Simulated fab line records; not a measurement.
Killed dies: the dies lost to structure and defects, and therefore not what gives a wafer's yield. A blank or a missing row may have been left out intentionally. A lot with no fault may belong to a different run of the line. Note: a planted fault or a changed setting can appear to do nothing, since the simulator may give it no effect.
Check for tools in common + flow sfq_line + Sampled: 15 lots, 45 wafers

== WHAT PROMPTED THE OPENING ==
At SFQ_M2_RS_MEAS_914 the reading M2_NB_RS is flagged on 3 of 15 lots. Fault-free wafers read 0.889 ohm/sq, with a standard deviation of 0.012.
Rule: a lot is flagged when every wafer of it that has a number lies more than 4 standard deviations from that mean, or none has a number. The rest of the lots are taken to be sound.

| lot  | measured     | on            | M2_NB_RS (ohm/sq), wafer by wafer | flag    |
|------|--------------|---------------|-----------------------------------|---------|
| L830 | day 30 02:53 | film_metro-03 | 0.878 0.881 0.880                 |         |
| L831 | day 30 06:41 | film_metro-02 | 0.887 0.895 0.895                 |         |
| L832 | day 30 17:19 | film_metro-02 | 0.881 0.882 0.878                 |         |
| L833 | day 31 05:52 | film_metro-01 | 0.879 0.889 0.878                 |         |
| L834 | day 31 19:49 | film_metro-01 | 0.876 0.875 0.875                 |         |
| L835 | day 31 23:24 | film_metro-03 | 0.877 0.876 0.875                 |         |
| L837 | day 33 04:25 | film_metro-03 | 0.888 0.888 0.902                 |         |
| L840 | day 33 14:25 | film_metro-01 | 0.445 0.448 0.445                 | FLAGGED |
| L842 | day 33 20:29 | film_metro-03 | 0.887 0.892 0.871                 |         |
| L844 | day 34 01:32 | film_metro-01 | 0.439 0.447 0.440                 | FLAGGED |
| L845 | day 34 02:19 | film_metro-01 | 0.900 0.909 0.905                 |         |
| L846 | day 34 03:28 | film_metro-02 | 0.871 0.877 0.892                 |         |
| L847 | day 34 04:40 | film_metro-02 | 0.883 0.881 0.880                 |         |
| L849 | day 34 08:32 | film_metro-03 | 0.438 0.445 0.442                 | FLAGGED |
| L852 | day 34 14:22 | film_metro-01 | 0.887 0.890 0.885                 |         |
The numbers of the flagged lots are 0.443 ohm/sq on average: -0.446 ohm/sq against the usual, or -37 standard deviations.

== WHICH TOOL RAN EACH LOT ==
The record keeps 1 process step preceding the reading, out of 325 steps on the route. Every cell lists first the tool, next ch and the chambers used by the sampled wafers, and last the start.
| lot  | flag    | SFQ_TRILAYER_M2_DEP_SPUTTER_055 |
|------|---------|---------------------------------|
| L830 |         | pvd_sputter-03, day 30 02:47    |
| L831 |         | pvd_sputter-06, day 30 06:35    |
| L832 |         | pvd_sputter-03, day 30 17:11    |
| L833 |         | pvd_sputter-03, day 31 05:47    |
| L834 |         | pvd_sputter-03, day 31 19:43    |
| L835 |         | pvd_sputter-05, day 31 23:18    |
| L837 |         | pvd_sputter-05, day 33 04:20    |
| L840 | FLAGGED | pvd_sputter-05, day 33 14:03    |
| L842 |         | pvd_sputter-03, day 33 20:21    |
| L844 | FLAGGED | pvd_sputter-03, day 34 01:09    |
| L845 |         | pvd_sputter-06, day 34 02:11    |
| L846 |         | pvd_sputter-03, day 34 03:23    |
| L847 |         | pvd_sputter-05, day 34 04:35    |
| L849 | FLAGGED | pvd_sputter-05, day 34 08:12    |
| L852 |         | pvd_sputter-05, day 34 14:16    |
What these steps do:
- SFQ_TRILAYER_M2_DEP_SPUTTER_055: material Nb, target thk 200 nm, time 133.3 s.
- SFQ_M2_RS_MEAS_914: measures by four-point-probe.

== FLAGGED AGAINST TOTAL, ONE TOOL AT A TIME (gauges that did the reading follow at the end) ==
| step                            | tool           | lots run | flagged | share of the flagged lots | sound lots run after its first flagged lot |
|---------------------------------|----------------|----------|---------|---------------------------|--------------------------------------------|
| SFQ_TRILAYER_M2_DEP_SPUTTER_055 | pvd_sputter-03 | 7        | 1       | some                      | 1 (L846)                                   |
| SFQ_TRILAYER_M2_DEP_SPUTTER_055 | pvd_sputter-05 | 6        | 2       | some                      | 2 (L847,L852)                              |
| SFQ_TRILAYER_M2_DEP_SPUTTER_055 | pvd_sputter-06 | 2        | 0       | none                      | -                                          |
| SFQ_M2_RS_MEAS_914              | film_metro-01  | 6        | 2       | some                      | 2 (L845,L852)                              |
| SFQ_M2_RS_MEAS_914              | film_metro-02  | 4        | 0       | none                      | -                                          |
| SFQ_M2_RS_MEAS_914              | film_metro-03  | 5        | 1       | some                      | 0                                          |

== WHAT IS ALLOWED BY THE TABLE ==
No row of the table ran every flagged lot.

== WHAT THE SIMULATOR HAD PUT IN ==
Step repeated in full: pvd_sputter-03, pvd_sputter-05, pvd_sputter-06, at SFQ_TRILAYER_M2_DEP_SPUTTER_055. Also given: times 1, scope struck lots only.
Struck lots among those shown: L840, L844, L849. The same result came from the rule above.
